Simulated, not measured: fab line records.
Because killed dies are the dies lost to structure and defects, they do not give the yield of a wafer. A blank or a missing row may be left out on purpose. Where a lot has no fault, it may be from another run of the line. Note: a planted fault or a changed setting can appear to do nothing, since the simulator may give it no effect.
fab line records	flow gf180mcu
record lots=10	wafers=29	last_day=34
route steps=602 shown M2@379 V2@398 M3@426
lots that met no fault: taken from a fault-free run of the same line
start_h: start of the lot's first displayed wafer, in hours after the record's first day	wait_h: hours elapsed since this lot's preceding step	" unchanged from the row above	L1.1+2: one row covering several wafers at once	- either no value or no given start	* or withheld: withheld	< > ~ a bound
route shown NAME@n: names a module that has steps shown in the file, with the first one's number in the route	usual: average and standard deviation across the fault-free wafers	same: alike in all rows	chamber/n: place in a boat	sites: each site's reading	_std_site: their standard deviation	_edge_site: outer sites' mean less inner sites'	radius_mm: for every site, how far away it sits from the centre of the wafer	mask NAME#n: copy n	behind: the most recent tool/chamber to have shaped the wafer	hold: reason for holding the lot/hours on hold/outcome of the hold	device: transistor that didn't switch, given as n, p or np	end of line: the route-end tests of the same wafers	a step with no rows: only its recipe	killed: not the wafer's yield, but the dies lost to structure and defects at the first sort	map: shows each die of a wafer: x if killed, . if not, _ if none is there
set.NAME: setting as actually run; set.NAME@STEP: the setting as run at that earlier step	model.NAME: the simulator's own value behind a step, which no gauge read
one table for each step of the route and one row for each wafer, over a sample of lots
services: from which hour (start_h, from the record's first day; less than 0 if before it) a tool's chamber was out of use, for how many hours, and why
## steps
# step GF_M2_STRIP_17
# recipe chemistry=O2/N2	power_w=1400	pressure_mtorr=1500	platen_temp_c=250	o2_flow_sccm=3000	n2_flow_sccm=300	overash_fraction=0.5
# usual drypump_motor_current_A=6.0/0.3	heater_power_w=332/21	o2_flow_sccm=3000/8.5	oes_product_au=0.557/0.0049	strip_time_to_endpoint_s=7.86/0.05
lot.wafer	tool	chamber	start_h	wait_h	drypump_motor_current_A	heater_power_w	o2_flow_sccm	oes_product_au	rf_hours_counter_h	strip_time_to_endpoint_s
L582.2	plasma_asher-02	0	428.65	0.1	5.8	305	2997	0.557	32	7.79
L582.4	"	1	"	"	6.4	348	3016	0.550	-	7.83
L582.6	"	0	"	"	5.8	310	3003	0.559	-	7.84
L584.3	plasma_asher-03	1	457.99	0.1	5.5	358	2994	0.563	-	7.94
L584.5	"	1	"	"	5.5	363	2996	0.551	-	7.89
L584.6	"	0	"	"	6.1	324	3008	0.561	-	7.97
L585.1	plasma_asher-02	1	471.95	0.1	6.3	347	3002	0.551	36	7.82
L585.2	"	0	"	"	5.8	308	2991	0.556	36	7.88
L585.4	"	1	"	"	6.4	358	2991	0.554	-	7.88
L587.3	plasma_asher-02	0	490.09	0.1	5.8	309	3003	0.558	-	7.82
L587.4	"	1	"	"	6.4	358	2988	0.555	-	7.90
L587.5	"	1	"	"	6.4	357	2985	0.553	-	7.81
L588.2	plasma_asher-03	0	498.58	0.1	6.1	330	3006	0.553	6	7.81
L588.4	"	1	"	"	5.5	363	3002	0.563	-	7.86
L588.6	"	1	"	"	5.6	357	2999	0.558	-	7.83
L591.1	plasma_asher-02	0	517.71	0.1	5.8	304	3011	0.553	41	7.85
L591.4	"	1	"	"	6.4	348	3000	0.559	-	7.90
L591.5	"	0	"	"	5.9	305	3008	0.565	-	7.96
L598.3	plasma_asher-02	0	578.91	0.1	5.8	304	3006	0.560	-	7.88
L598.6	"	1	"	"	6.4	343	2995	0.554	-	7.87
L600.1	plasma_asher-02	0	594.89	0.1	5.8	311	2993	0.555	49	7.82
L600.2	"	1	"	"	6.4	350	2998	0.554	49	7.76
L600.6	"	0	"	"	5.8	309	2990	0.550	-	7.75
L602.1	plasma_asher-02	1	608.89	0.1	6.4	347	3003	0.552	51	7.78
L602.4	"	1	"	"	6.4	350	3004	0.558	-	7.86
L602.6	"	1	"	"	6.4	344	2999	0.552	-	7.79
L605.2	plasma_asher-01	0	623.44	0.1	5.5	356	3001	0.568	87	7.95
L605.3	"	1	"	"	6.1	311	2993	0.554	-	7.95
L605.4	"	0	"	"	5.6	356	2995	0.554	-	7.89
# step GF_V2_ETCH_16
# recipe chemistry=N2/H2	target_depth_a=withheld	overetch_a=withheld	time_s=withheld	target=BARC	ion_energy_ev=200	source_w=500	bias_w=100	pressure_mtorr=30	n2_flow_sccm=100	h2_flow_sccm=200
# usual bias_w=100.05/0.28	drypump_motor_current_A=5.8/0.55	oes_product_au=0.856/0.0047	throttle_valve_pct=13.226/0.0086
lot.wafer	tool	chamber	start_h	wait_h	bias_w	drypump_motor_current_A	oes_product_au	throttle_valve_pct
L582.2	rie_diel-03	1	454.60	0.0	100.44	6.3	0.855	13.221
L582.4	"	2	"	"	100.08	5.1	0.855	13.220
L582.6	"	1	"	"	100.56	6.3	0.861	13.214
L584.3	rie_diel-03	0	483.14	0.0	100.16	4.9	0.865	13.233
L584.5	"	1	"	"	99.79	6.3	0.852	13.227
L584.6	"	0	"	"	100.21	4.9	0.851	13.216
L585.1	rie_diel-01	1	496.72	0.0	100.27	5.2	0.855	13.221
L585.2	"	2	"	"	99.76	6.0	0.853	13.226
L585.4	"	2	"	"	99.83	6.0	0.850	13.229
L587.3	rie_diel-01	3	514.32	0.0	100.12	6.5	0.853	13.234
L587.4	"	0	"	"	100.00	6.2	0.848	13.234
L587.5	"	3	"	"	100.20	6.5	0.858	13.224
L588.2	rie_diel-01	1	522.92	0.0	99.65	5.2	0.852	13.233
L588.4	"	0	"	"	99.86	6.2	0.855	13.237
L588.6	"	3	"	"	99.83	6.5	0.858	13.230
L591.1	rie_diel-01	1	542.49	0.0	100.01	5.3	0.856	13.219
L591.4	"	2	"	"	100.15	6.0	0.864	13.231
L591.5	"	3	"	"	99.82	6.5	0.854	13.231
L598.3	rie_diel-03	3	602.18	0.0	99.55	5.3	0.857	13.222
L598.6	"	3	"	"	99.87	5.3	0.862	13.223
L600.1	rie_diel-01	3	616.22	0.0	100.13	6.5	0.856	13.225
L600.2	"	1	"	"	99.69	5.3	0.854	13.218
L600.6	"	3	"	"	99.99	6.5	0.864	13.239
L602.1	rie_diel-03	1	630.37	0.0	100.05	6.3	0.855	13.208
L602.4	"	1	"	"	100.07	6.3	0.857	13.234
L602.6	"	2	"	"	99.77	5.1	0.858	13.223
L605.2	rie_diel-01	2	644.65	0.0	100.26	6.0	0.855	13.216
L605.3	"	0	"	"	100.54	6.2	0.854	13.248
L605.4	"	3	"	"	99.71	6.5	0.856	13.228
# step GF_V2_CVD_23
# recipe material=W	target_thk_nm=350	time_s=104.94	temp_c=400	pressure_torr=40
# usual heater_power_w=805/91
lot.wafer	tool	chamber	start_h	wait_h	heater_power_w
L582.2	cvd_w-02	1	455.40	0.0	793
L582.4	"	0	"	"	828
L582.6	"	1	"	"	776
L584.3	cvd_w-02	1	483.94	0.1	762
L584.5	"	1	"	"	727
L584.6	"	0	"	"	803
L585.1	cvd_w-02	0	497.49	0.0	823
L585.2	"	1	"	"	785
L585.4	"	1	"	"	759
L587.3	cvd_w-02	0	515.14	0.1	828
L587.4	"	1	"	"	763
L587.5	"	0	"	"	811
L588.2	cvd_w-02	0	523.70	0.0	825
L588.4	"	1	"	"	760
L588.6	"	0	"	"	812
L591.1	cvd_w-02	1	543.26	0.0	755
L591.4	"	0	"	"	815
L591.5	"	1	"	"	755
L598.3	cvd_w-02	0	602.99	0.1	793
L598.6	"	0	"	"	818
L600.1	cvd_w-02	0	617.04	0.0	816
L600.2	"	1	"	"	769
L600.6	"	1	"	"	760
L602.1	cvd_w-02	0	631.13	0.0	823
L602.4	"	0	"	"	813
L602.6	"	0	"	"	838
L605.2	cvd_w-01	0	645.42	0.0	959
L605.3	"	1	"	"	689
L605.4	"	0	"	"	957
# step GF_V2_RS_MEAS_24
# recipe thk_meas_gauge=four-point-probe	reads=W_of_V2_CVD_23+TiN_of_V2_SPUTTER_22+Ti_of_V2_SPUTTER_21
# usual V2_W_RS=0.330/0.0033
lot.wafer	tool	chamber	start_h	wait_h	V2_W_RS[ohm/sq]
L582.2	film_metro-03	-	455.53	0.1	0.328
L582.4	"	-	"	"	0.328
L582.6	"	-	"	"	0.329
L584.3	film_metro-02	-	484.06	0.1	0.326
L584.5	"	-	"	"	0.328
L584.6	"	-	"	"	0.328
L585.1	film_metro-01	-	497.60	0.1	0.331
L585.2	"	-	"	"	0.330
L585.4	"	-	"	"	0.329
L587.3	film_metro-02	-	515.25	0.1	0.330
L587.4	"	-	"	"	0.331
L587.5	"	-	"	"	0.334
L588.2	film_metro-03	-	523.83	0.1	0.334
L588.4	"	-	"	"	0.330
L588.6	"	-	"	"	0.333
L591.1	film_metro-02	-	543.37	0.1	0.328
L591.4	"	-	"	"	0.333
L591.5	"	-	"	"	0.328
L598.3	film_metro-02	-	603.10	0.1	0.383
L598.6	"	-	"	"	0.380
L600.1	film_metro-03	-	617.16	0.1	0.375
L600.2	"	-	"	"	0.378
L600.6	"	-	"	"	0.373
L602.1	film_metro-01	-	631.24	0.1	0.379
L602.4	"	-	"	"	0.384
L602.6	"	-	"	"	0.380
L605.2	film_metro-03	-	645.55	0.1	0.326
L605.3	"	-	"	"	0.329
L605.4	"	-	"	"	0.331
# step GF_V2_THK_MEAS_25
# recipe thk_meas_gauge=xrf	reads=W_of_V2_CVD_23
# usual V2_W_THK=356/6.3
lot.wafer	tool	chamber	start_h	wait_h	V2_W_THK[nm]
L582.2	film_metro-03	-	455.64	0.1	367
L582.4	"	-	"	"	365
L582.6	"	-	"	"	366
L584.3	film_metro-02	-	484.16	0.1	364
L584.5	"	-	"	"	360
L584.6	"	-	"	"	360
L585.1	film_metro-01	-	497.72	0.1	351
L585.2	"	-	"	"	350
L585.4	"	-	"	"	351
L587.3	film_metro-02	-	515.35	0.1	361
L587.4	"	-	"	"	360
L587.5	"	-	"	"	360
L588.2	film_metro-03	-	523.94	0.1	355
L588.4	"	-	"	"	361
L588.6	"	-	"	"	357
L591.1	film_metro-02	-	543.49	0.1	363
L591.4	"	-	"	"	358
L591.5	"	-	"	"	365
L598.3	film_metro-02	-	603.20	0.1	309
L598.6	"	-	"	"	311
L600.1	film_metro-03	-	617.28	0.1	315
L600.2	"	-	"	"	312
L600.6	"	-	"	"	316
L602.1	film_metro-01	-	631.36	0.1	302
L602.4	"	-	"	"	302
L602.6	"	-	"	"	303
L605.2	film_metro-03	-	645.66	0.1	363
L605.3	"	-	"	"	359
L605.4	"	-	"	"	356
# step GF_V2_CMP_26
# recipe stop_on=SiO2	down_force_psi=3.5	platen_rpm=60	t_overpolish_s=15	target_thk_nm=0	pad_velocity_m_s=0.94248
# usual motor_current_A=10.9/0.86	time_to_endpoint_s=83/3.7
lot.wafer	tool	chamber	start_h	wait_h	motor_current_A	time_to_endpoint_s
L582.2	cmp-01	0	455.69	0.0	12.0	81
L582.4	"	3	"	"	9.3	86
L582.6	"	1	"	"	11.4	87
L584.3	cmp-01	1	484.30	0.1	10.8	88
L584.5	"	3	"	"	9.6	87
L584.6	"	0	"	"	12.2	80
L585.4	cmp-01	3	497.78	0.0	9.5	85
L585.2	"	1	"	"	11.5	87
L585.1	"	2	"	"	11.6	87
L587.4	cmp-02	2	515.44	0.1	10.9	85
L587.3	"	3	"	"	11.6	76
L587.5	"	1	"	"	9.7	82
L588.2	cmp-02	1	524.04	0.1	10.4	80
L588.4	"	2	"	"	11.6	82
L588.6	"	1	"	"	10.7	78
L591.1	cmp-01	1	543.60	0.1	11.1	90
L591.4	"	2	"	"	11.1	90
L591.5	"	0	"	"	12.8	85
L598.3	cmp-02	1	603.24	0.0	10.3	71
L598.6	"	2	"	"	10.8	72
L600.2	cmp-01	3	617.34	0.0	9.7	73
L600.1	"	0	"	"	12.0	68
L600.6	"	0	"	"	12.0	68
L602.4	cmp-01	1	631.52	0.1	11.8	73
L602.1	"	2	"	"	11.5	72
L602.6	"	0	"	"	11.6	67
L605.4	cmp-02	3	645.71	0.0	11.2	82
L605.2	"	0	"	"	9.9	87
L605.3	"	2	"	"	10.8	82
# step GF_M3_STRIP_17
# recipe chemistry=O2/N2	power_w=1400	pressure_mtorr=1500	platen_temp_c=250	o2_flow_sccm=3000	n2_flow_sccm=300	overash_fraction=0.5
# usual drypump_motor_current_A=5.9/0.4	heater_power_w=325/21	o2_flow_sccm=3001/8.6	oes_product_au=0.557/0.0049	strip_time_to_endpoint_s=7.87/0.043
lot.wafer	tool	chamber	start_h	wait_h	drypump_motor_current_A	heater_power_w	o2_flow_sccm	oes_product_au	rf_hours_counter_h	strip_time_to_endpoint_s
L582.2	plasma_asher-02	1	480.70	0.1	6.4	349	2989	0.554	37	7.94
L582.4	"	0	"	"	5.8	305	2993	0.557	-	7.93
L582.6	"	1	"	"	6.4	350	3006	0.557	-	7.83
L584.3	plasma_asher-02	1	509.30	0.1	6.4	352	2997	0.554	-	7.86
L584.5	"	0	"	"	5.8	307	2997	0.557	-	7.85
L584.6	"	1	"	"	6.3	344	3002	0.563	-	7.81
L585.1	plasma_asher-02	1	521.89	0.1	6.3	343	3004	0.560	41	7.88
L585.2	"	0	"	"	5.9	301	2986	0.558	41	7.93
L585.4	"	1	"	"	6.3	339	2996	0.559	-	7.87
L587.3	plasma_asher-01	0	539.11	0.1	5.5	353	2993	0.566	-	7.86
L587.4	"	1	"	"	6.1	317	2995	0.550	-	7.82
L587.5	"	0	"	"	5.5	356	3004	0.553	-	7.85
L588.2	plasma_asher-02	1	547.31	0.1	6.4	348	2999	0.556	44	7.81
L588.4	"	1	"	"	6.4	355	3006	0.554	-	7.87
L588.6	"	0	"	"	5.8	309	3017	0.556	-	7.87
L591.1	plasma_asher-01	1	565.99	0.1	6.1	315	2996	0.554	80	7.84
L591.4	"	1	"	"	6.1	312	3000	0.557	-	7.85
L591.5	"	1	"	"	6.1	304	2999	0.551	-	7.85
L598.3	plasma_asher-02	0	624.35	0.1	5.8	310	3000	0.566	-	7.94
L598.6	"	1	"	"	6.4	350	2991	0.560	-	7.85
L600.1	plasma_asher-01	0	638.31	0.1	5.6	351	2998	0.544	88	7.82
L600.2	"	1	"	"	6.1	313	3007	0.559	88	7.94
L600.6	"	1	"	"	6.1	305	3015	0.562	-	7.90
L602.1	plasma_asher-02	0	651.96	0.1	5.9	304	3002	0.552	55	7.90
L602.4	"	1	"	"	6.3	352	3010	0.564	-	7.92
L602.6	"	0	"	"	5.9	300	3000	0.562	-	7.94
L605.2	plasma_asher-02	0	665.30	0.1	5.9	306	3013	0.563	57	7.84
L605.3	"	0	"	"	5.9	313	3003	0.555	-	7.82
L605.4	"	1	"	"	6.4	343	2995	0.550	-	7.84
## services
tool	chamber	start_h	hours	kind
rie_diel-01	-	405.24	0.6	repair
cvd_w-01	-	420.14	0.7	repair
plasma_asher-03	-	421.25	9.0	pm
cmp-01	-	425.39	4.7	repair
plasma_asher-03	-	439.29	10.7	repair
cmp-01	-	451.68	2.1	repair
rie_diel-01	3	465.54	2.3	repair
rie_diel-01	0	480.33	17.1	repair
cmp-02	-	501.17	1.5	repair
cvd_w-01	1	538.32	1.2	repair
rie_diel-01	1	553.66	-	clean
rie_diel-01	1	553.66	19.8	scheduled_down
rie_diel-01	1	553.66	19.8	vent_cycle
cmp-02	-	568.09	4.8	pm
cmp-01	-	572.08	4.0	pm
rie_diel-01	3	573.70	5.4	repair
cmp-01	-	575.08	2.5	repair
plasma_asher-03	-	600.22	0.7	repair
rie_diel-03	3	621.86	11.0	repair
cvd_w-01	1	629.30	7.2	repair
cmp-01	-	635.22	3.5	repair
cmp-01	-	653.23	6.7	repair
rie_diel-03	2	663.13	5.0	repair
plasma_asher-03	-	664.03	16.8	repair
## key
first_sign step=GF_V2_RS_MEAS_24	reading=V2_W_RS	direction=up	sigmas=15	usual=0.330	struck=0.379
effect step=GF_V2_THK_MEAS_25	reading=V2_W_THK	direction=down	sigmas=7.5	usual=356	struck=309
effect step=GF_V2_CMP_26	reading=time_to_endpoint_s	direction=down	sigmas=3.4	usual=*	struck=*
met_at GF_V2_CVD_23
struck_lots L598,L600,L602
not_acting_at GF_M2_STRIP_17,GF_V2_ETCH_16,GF_M3_STRIP_17
onset_between 543.26 602.99
fault kind=process_parameter_drift	tool=cvd_w-02	chamber=-	onset_h=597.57	steps=GF_V2_CVD_23	channel=target_thk_nm	offset=-42.282	shape=step	end_h=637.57	acts_in=these_recipes_only	stated=350
